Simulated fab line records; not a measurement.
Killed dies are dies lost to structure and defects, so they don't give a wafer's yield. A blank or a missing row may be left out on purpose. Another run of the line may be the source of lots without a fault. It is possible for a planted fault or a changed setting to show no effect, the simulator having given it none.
fab line records | flow sky130
record lots=6 | wafers=18 | lastDay=50
route steps=708 shown METAL5@677 PASSIVATION@681
lots that met no fault: taken from a fault-free run of the same line
startH: the number of hours between the record's first day and the start of the first shown wafer of the lot | waitH: hours from the lot's prior step to this one | " identical to the entry in the row above | L1.1+2: several wafers, shown together as one row | - no value, or no start given | * or withheld: withheld | < > ~ a bound
route shown NAME@n: a module of which the file shows steps, and the number in the route of the first | usual: mean and standard deviation over wafers with no fault | same: alike in all rows | chamber/n: place in a boat | sites: the reading at each site | _std_site: how widely they spread, as a standard deviation | _edge_site: outer sites' mean less inner sites' | radiusMm: how far each site lies from the wafer's centre | mask NAME#n: copy n | behind: the tool/chamber that last shaped the wafer | hold: reason for holding the lot/hours on hold/outcome of the hold | device: the n, p or np transistor that did not switch | end of line: the route-end tests of the same wafers | where a step has no rows: the recipe by itself | killed: not the wafer's yield, but the dies lost to structure and defects at the first sort | map: the dies of a wafer, with x for killed, . for not killed, _ for no die there
set.NAME: the setting that was run; set.NAME@STEP: the one run at that earlier step | model.NAME: the simulator's own value behind a step, which no gauge read
certain route steps with their lots: each step a table, each wafer a row
services: when a tool's chamber went out of use (startH, in hours from the record's first day, below 0 if earlier), for how many hours, and the reason
## steps
# step SKY_METAL5_STRIP_16
# recipe chemistry=O2/N2 | powerW=1400 | pressureMtorr=1500 | platenTempC=withheld | o2FlowSccm=3000 | n2FlowSccm=300 | overashFraction=0.5
# usual drypumpMotorCurrentA=6.0/0.43 | oesProductAu=0.711/0.0038 | stripTimeToEndpointS=13.08/0.11
lot.wafer | tool           | chamber | startH  | waitH | drypumpMotorCurrentA | oesProductAu | rfHoursCounterH | stripTimeToEndpointS
L693.3    | plasmaAsher-04 | 1       | 1054.90 | 0.1   | 6.6                  | 0.713        | -               | 13.17
L693.4    | "              | 0       | "       | "     | 5.7                  | 0.710        | -               | 12.94
L693.6    | "              | 0       | "       | "     | 5.7                  | 0.716        | -               | 13.09
L694.1    | plasmaAsher-01 | 0       | 1062.29 | 3.8   | 6.1                  | 0.707        | 31              | 13.01
L694.5    | "              | 0       | "       | "     | 6.1                  | 0.708        | -               | 12.97
L694.6    | "              | 1       | "       | "     | 5.6                  | 0.708        | -               | 13.00
L695.3    | plasmaAsher-01 | 0       | 1062.52 | 3.7   | 6.2                  | 0.713        | -               | 13.03
L695.4    | "              | 1       | "       | "     | 5.6                  | 0.709        | -               | 13.12
L695.5    | "              | 0       | "       | "     | 6.1                  | 0.702        | -               | 13.12
L703.3    | plasmaAsher-01 | 1       | 1105.56 | 0.1   | 5.6                  | 0.713        | -               | 13.25
L703.4    | "              | 0       | "       | "     | 6.1                  | 0.711        | -               | 13.09
L703.6    | "              | 1       | "       | "     | 5.6                  | 0.713        | -               | 13.12
L711.2    | plasmaAsher-01 | 1       | 1151.12 | 0.2   | 5.6                  | 0.707        | 41              | 13.29
L711.4    | "              | 0       | "       | "     | 6.1                  | 0.714        | -               | 13.18
L711.5    | "              | 0       | "       | "     | 6.1                  | 0.709        | -               | 13.21
L713.1    | plasmaAsher-01 | 0       | 1161.76 | 0.2   | 6.2                  | 0.709        | 43              | 13.02
L713.2    | "              | 1       | "       | "     | 5.5                  | 0.718        | 43              | 13.03
L713.4    | "              | 1       | "       | "     | 5.5                  | 0.710        | -               | 13.20
# step SKY_METAL5_STRIP_17
# recipe chemistry=postEtchResidueRemover | timeS=1200 | tempC=72.5
# step SKY_METAL5_CLEAN_18
# recipe chemistry=IPA | timeS=180 | tempC=25
# step SKY_METAL5_CLEAN_19
# recipe chemistry=O3/DIW | dry=n2Spin
# step SKY_PASSIVATION_CVD_00
# recipe material=SiO2 | targetThkNm=90 | tempC=400 | timeS=withheld | rfW=600
# usual heaterPowerOuterW=387/64 | heaterPowerW=673/96
lot.wafer | tool     | chamber | startH  | waitH | heaterPowerOuterW | heaterPowerW
L693.3    | pecvd-03 | 0       | 1055.87 | 0.0   | 428               | 685
L693.4    | "        | 1       | "       | "     | 422               | 800
L693.6    | "        | 0       | "       | "     | 421               | 702
L694.1    | pecvd-04 | 1       | 1062.91 | 0.0   | 432               | 706
L694.5    | "        | 1       | "       | "     | 434               | 762
L694.6    | "        | 0       | "       | "     | 465               | 719
L695.3    | pecvd-02 | 0       | 1063.22 | 0.0   | 406               | 677
L695.4    | "        | 1       | "       | "     | 261               | 493
L695.5    | "        | 2       | "       | "     | 433               | 692
L703.3    | pecvd-02 | 0       | 1106.12 | 0.0   | 395               | 677
L703.4    | "        | 2       | "       | "     | 346               | 580
L703.6    | "        | 0       | "       | "     | 391               | 691
L711.2    | pecvd-02 | 2       | 1151.78 | 0.0   | 361               | 605
L711.4    | "        | 1       | "       | "     | 311               | 586
L711.5    | "        | 2       | "       | "     | 379               | 627
L713.1    | pecvd-02 | 1       | 1162.36 | 0.0   | 316               | 584
L713.2    | "        | 0       | "       | "     | 343               | 614
L713.4    | "        | 1       | "       | "     | 311               | 585
# step SKY_PASSIVATION_THK_MEAS_01
# recipe reads=SiO2_of_PASSIVATION_CVD_00
# usual PASSIVATION_CVD_00_THK=90.2/1.2
lot.wafer | tool         | chamber | startH  | waitH | PASSIVATION_CVD_00_THK[nm]
L693.3    | filmMetro-04 | -       | 1055.91 | -     | 88.9
L693.4    | "            | -       | "       | "     | 89.5
L693.6    | "            | -       | "       | "     | 90.7
L694.1    | filmMetro-04 | -       | 1062.93 | -     | 89.7
L694.5    | "            | -       | "       | "     | 91.9
L694.6    | "            | -       | "       | "     | 92.4
L695.3    | filmMetro-01 | -       | 1063.26 | -     | 89.1
L695.4    | "            | -       | "       | "     | 91.2
L695.5    | "            | -       | "       | "     | 91.5
L703.3    | filmMetro-01 | -       | 1106.16 | -     | 89.5
L703.4    | "            | -       | "       | "     | 91.3
L703.6    | "            | -       | "       | "     | 91.5
L711.2    | filmMetro-03 | -       | 1151.81 | -     | 90.7
L711.4    | "            | -       | "       | "     | 91.3
L711.5    | "            | -       | "       | "     | 91.7
L713.1    | filmMetro-03 | -       | 1162.38 | -     | 89.2
L713.2    | "            | -       | "       | "     | 88.8
L713.4    | "            | -       | "       | "     | 90.4
# step SKY_PASSIVATION_CVD_02
# recipe material=Si3N4 | targetThkNm=540 | tempC=400 | timeS=withheld | rfW=450
# usual heaterPowerOuterW=425/68 | heaterPowerW=721/95
lot.wafer | tool     | chamber | startH  | waitH | heaterPowerOuterW | heaterPowerW
L693.3    | pecvd-04 | 2       | 1055.95 | 0.0   | 372               | 640
L693.4    | "        | 2       | "       | "     | 389               | 646
L693.6    | "        | 0       | "       | "     | 448               | 705
L694.1    | pecvd-03 | 0       | 1062.99 | 0.1   | 506               | 811
L694.5    | "        | 1       | "       | "     | 463               | 822
L694.6    | "        | 0       | "       | "     | 515               | 822
L695.3    | pecvd-04 | 2       | 1063.30 | 0.0   | 297               | 547
L695.4    | "        | 2       | "       | "     | 336               | 575
L695.5    | "        | 0       | "       | "     | 507               | 771
L703.3    | pecvd-04 | 2       | 1106.20 | 0.0   | 314               | 586
L703.4    | "        | 0       | "       | "     | 455               | 674
L703.6    | "        | 1       | "       | "     | 432               | 716
L711.2    | pecvd-03 | 0       | 1151.86 | 0.0   | 517               | 815
L711.4    | "        | 2       | "       | "     | 471               | 819
L711.5    | "        | 0       | "       | "     | 534               | 816
L713.1    | pecvd-04 | 1       | 1162.44 | 0.1   | 435               | 723
L713.2    | "        | 0       | "       | "     | 496               | 741
L713.4    | "        | 2       | "       | "     | 354               | 626
# step SKY_PASSIVATION_THK_MEAS_03
# recipe reads=Si3N4_of_PASSIVATION_CVD_02
# usual PASSIVATION_CVD_02_THK=541/6.8
lot.wafer | tool         | chamber | startH  | waitH | PASSIVATION_CVD_02_THK[nm]
L693.3    | filmMetro-03 | -       | 1056.19 | -     | 536
L693.4    | "            | -       | "       | "     | 544
L693.6    | "            | -       | "       | "     | 547
L694.1    | filmMetro-03 | -       | 1063.22 | -     | 537
L694.5    | "            | -       | "       | "     | 545
L694.6    | "            | -       | "       | "     | 548
L695.3    | filmMetro-03 | -       | 1063.55 | -     | 536
L695.4    | "            | -       | "       | "     | 541
L695.5    | "            | -       | "       | "     | 546
L703.3    | filmMetro-01 | -       | 1106.44 | -     | 537
L703.4    | "            | -       | "       | "     | 550
L703.6    | "            | -       | "       | "     | 540
L711.2    | filmMetro-03 | -       | 1152.10 | -     | 548
L711.4    | "            | -       | "       | "     | 547
L711.5    | "            | -       | "       | "     | 557
L713.1    | filmMetro-04 | -       | 1162.66 | -     | 543
L713.2    | "            | -       | "       | "     | 537
L713.4    | "            | -       | "       | "     | 546
# step SKY_PASSIVATION_DEHYDRATE_04
# recipe tempC=200 | timeS=60
# step SKY_PASSIVATION_HMDS_05
# recipe primeTimeS=60 | primeTempC=120
# step SKY_PASSIVATION_COAT_06
# recipe spinRpm=2000 | resistThkNm=3000
# step SKY_PASSIVATION_SOFTBAKE_07
# recipe tempC=110 | timeS=withheld
# step SKY_PASSIVATION_EXPOSE_08
# recipe maskId=NSM | targetCdNm=3000 | na=0.57 | doseMj=260
# usual exposureDoseMJCm2=260.05/0.25 | focusOffsetNm=0.1/0.49
lot.wafer | tool            | chamber | startH  | waitH | mask  | exposureDoseMJCm2 | focusOffsetNm
L693.3    | ilineStepper-01 | 0       | 1066.14 | -     | NSM#0 | 259.76            | 0.0
L693.4    | "               | 0       | "       | "     | NSM#0 | 259.96            | 0.0
L693.6    | "               | 0       | "       | "     | NSM#0 | 259.98            | -0.3
L694.1    | ilineStepper-02 | -       | 1073.34 | -     | NSM#0 | -                 | -
L694.5    | "               | -       | "       | "     | NSM#0 | -                 | -
L694.6    | "               | -       | "       | "     | NSM#0 | -                 | -
L695.3    | ilineStepper-01 | -       | 1074.16 | -     | NSM#0 | -                 | -
L695.4    | "               | -       | "       | "     | NSM#0 | -                 | -
L695.5    | "               | -       | "       | "     | NSM#0 | -                 | -
L703.3    | ilineStepper-01 | 0       | 1115.26 | -     | NSM#0 | 259.75            | -1.0
L703.4    | "               | 0       | "       | "     | NSM#0 | 260.19            | 0.3
L703.6    | "               | 0       | "       | "     | NSM#0 | 260.00            | -0.5
L711.2    | ilineStepper-01 | 0       | 1160.61 | -     | NSM#0 | 259.77            | -0.1
L711.4    | "               | 0       | "       | "     | NSM#0 | 260.07            | 0.1
L711.5    | "               | 0       | "       | "     | NSM#0 | 260.22            | -0.2
L713.1    | ilineStepper-02 | 0       | 1170.75 | -     | NSM#0 | 259.95            | 0.4
L713.2    | "               | 0       | "       | "     | NSM#0 | 259.54            | 0.8
L713.4    | "               | 0       | "       | "     | NSM#0 | 259.84            | 0.5
# step SKY_PASSIVATION_PEB_09
# recipe tempC=115 | timeS=withheld
## services
tool            | chamber | startH  | hours | kind
pecvd-02        | -       | 1045.27 | 5.6   | repair
plasmaAsher-04  | -       | 1055.25 | 9.0   | pm
plasmaAsher-04  | 0       | 1055.25 | 9.0   | ventCycle
plasmaAsher-04  | 1       | 1055.25 | 9.0   | ventCycle
plasmaAsher-04  | 0       | 1064.25 | -     | clean
plasmaAsher-04  | 1       | 1064.25 | -     | clean
pecvd-02        | -       | 1064.79 | 0.7   | repair
ilineStepper-02 | -       | 1066.74 | 1.7   | pm
ilineStepper-02 | 0       | 1071.82 | -     | calibration
pecvd-02        | 0       | 1081.77 | 13.8  | repair
pecvd-04        | 1       | 1085.87 | 5.5   | scheduledDown
plasmaAsher-04  | -       | 1099.49 | 8.6   | repair
pecvd-04        | 2       | 1101.35 | 2.1   | scheduledDown
plasmaAsher-04  | -       | 1108.71 | 2.5   | repair
ilineStepper-01 | -       | 1117.47 | 1.7   | pm
pecvd-03        | -       | 1119.74 | 0.8   | pm
plasmaAsher-04  | -       | 1128.33 | 36.4  | repair
pecvd-03        | 0       | 1129.41 | 5.5   | scheduledDown
plasmaAsher-04  | -       | 1135.74 | 5.6   | repair
pecvd-03        | 1       | 1139.54 | 2.1   | scheduledDown
ilineStepper-01 | 0       | 1142.94 | -     | calibration
plasmaAsher-04  | -       | 1146.75 | 1.2   | repair
ilineStepper-02 | -       | 1154.88 | 7.8   | repair
pecvd-03        | 1       | 1159.34 | 5.0   | repair
## key
firstSign step=SKY_PASSIVATION_EXPOSE_08 | reading=toolRecord | direction=missing
effect none on later readings
metAt SKY_PASSIVATION_EXPOSE_08
struckWafers L694.1,L694.5,L694.6,L695.3,L695.4,L695.5
laterRowsLeftOut L694.1,L694.5,L694.6,L695.3,L695.4,L695.5
sortLeftOut L694.1,L694.5,L694.6,L695.3,L695.4,L695.5
onsetBetween 1066.14 1073.34
fault kind=skippedStepWhole | tool=ilineStepper-01,ilineStepper-02 | chamber=- | onsetH=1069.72 | steps=SKY_PASSIVATION_EXPOSE_08 | scope=struckLotsOnly
# sortLeftOut: the simulated sort isn't trusted on such a fault, so these wafers' sort isn't shown, and their yield isn't known
# laterRowsLeftOut: the simulator's readings of these wafers behind a module that went badly wrong aren't trusted and aren't shown, but for the sort
